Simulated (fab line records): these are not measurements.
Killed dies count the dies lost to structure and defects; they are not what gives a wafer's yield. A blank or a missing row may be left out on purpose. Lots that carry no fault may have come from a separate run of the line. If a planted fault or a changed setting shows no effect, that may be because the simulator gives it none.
Problem report in the 8D (eight disciplines) form, filled by code | flow sky130 | the parts of the form that need people (team, actions taken, sign-off) are left out

## 1. WHAT WENT WRONG
Mean SPACER_CVD_00_THK at SKY_SPACER_THK_MEAS_01: 35.2 nm over 6 wafers in 2 lots; fault-free wafers: 43.4 nm, standard deviation 0.44. That is -19 standard deviations from the usual mean.
The first sign was on wafer L213.1 at day 29 05:32, on film metro-02. The record holds 30 wafers of 10 lots with a number at this step. Rule for "out", or "out of limits": more than 4 standard deviations from the usual mean. The other wafers with a number count as sound.

## 2. WHAT IT IS; WHAT IT IS NOT
question                    | is                           | is not
which readings at this step | SPACER_CVD_00_THK            | -
which lots                  | L213, L214                   | L195, L196, L197, L200, L201, L203, L204, L206
which wafers of those lots  | all that have a number       | -
read on which gauges        | film metro-02, film metro-03 | film metro-01
when                        | from day 29 05:32            | up to then (24 sound wafers)

## 3. THE SUSPECTS, EACH WITH WHAT RULES IT OUT
Counting: a tool at a process step up to the reading stays a suspect if it ran every lot that is out and no sound lot after the first of them.
- the gauge at SKY_SPACER_THK_MEAS_01: ruled out. Those wafers that are out were read across 2 gauges (film metro-02, film metro-03).
- lpcvd-02 at SKY_SPACER_CVD_00 (deposits Si3N4 from DCS/NH3, target thk 43.1 nm, time 740 s): kept. It processed each lot that is out, first L213 at day 29 03:42, and no sound lot thereafter; up to then, the last sound lot it processed was L206 at day 26 16:21. Its own pressure mtorr readings are out on those wafers.
Left after counting: lpcvd-02 at SKY_SPACER_CVD_00.

## 4. THE CAUSE (what the simulator had put in)
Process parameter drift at SKY_SPACER_CVD_00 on lpcvd-02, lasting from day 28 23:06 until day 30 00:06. A move of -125 in setting pressure mtorr, from 250. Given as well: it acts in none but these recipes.
After counting, this tool was the only one left.

## 5. THE CHAIN OF EFFECTS, in route order
One row per reading whose mean, taken over the struck wafers that have a number, lies over 3 standard deviations from the usual. Readings are gone through only where the record gives a usual standard deviation; hours: the median, over the lots, of the time from a lot's start at the first step in this table giving one to that lot's start at this step; sigmas: the change measured in usual standard deviations.
hours | step                   | reading           | usual       | on struck wafers | change | sigmas
0     | SKY_SPACER_CVD_00      | pressure mtorr    | 250.1 mTorr | 125.0            | -125.1 | -99 or more
2     | SKY_SPACER_THK_MEAS_01 | SPACER_CVD_00_THK | 43.4 nm     | 35.2             | -8.2   | -19
2     | SKY_SPACER_ETCHBACK_02 | oes product au    | 0.858 a.u.  | 0.770            | -0.088 | -13
Here are the process steps it includes:
- SKY_SPACER_CVD_00: deposits Si3N4 from DCS/NH3, target thk 43.1 nm, time 740 s.
- SKY_SPACER_ETCHBACK_02: etches Si3N4 in CH3F/O2, stops on SiO2, time 46.7 s, target depth 45 nm.
Later measuring or inspecting steps at which every struck wafer that the step has a row for has a number for every such reading, and none has moved that far: SKY_VIA1_THK_MEAS_23.

## 6. HOW IT WOULD HAVE BEEN CAUGHT EARLIER
Counted from the fault's start at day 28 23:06, it took 6 hours until the first out-of-limits reading at a measuring or inspecting step in this record, taken at day 29 05:32.
The tool's own readings at SKY_SPACER_CVD_00 were out on every struck wafer that the step has a row for (pressure mtorr): an alarm limit on them would have fired on the first of those.
Lots out: 2; of these, L214 started SKY_SPACER_CVD_00 on lpcvd-02 after day 29 05:32. Had the tool been put on hold then, it would have been spared.
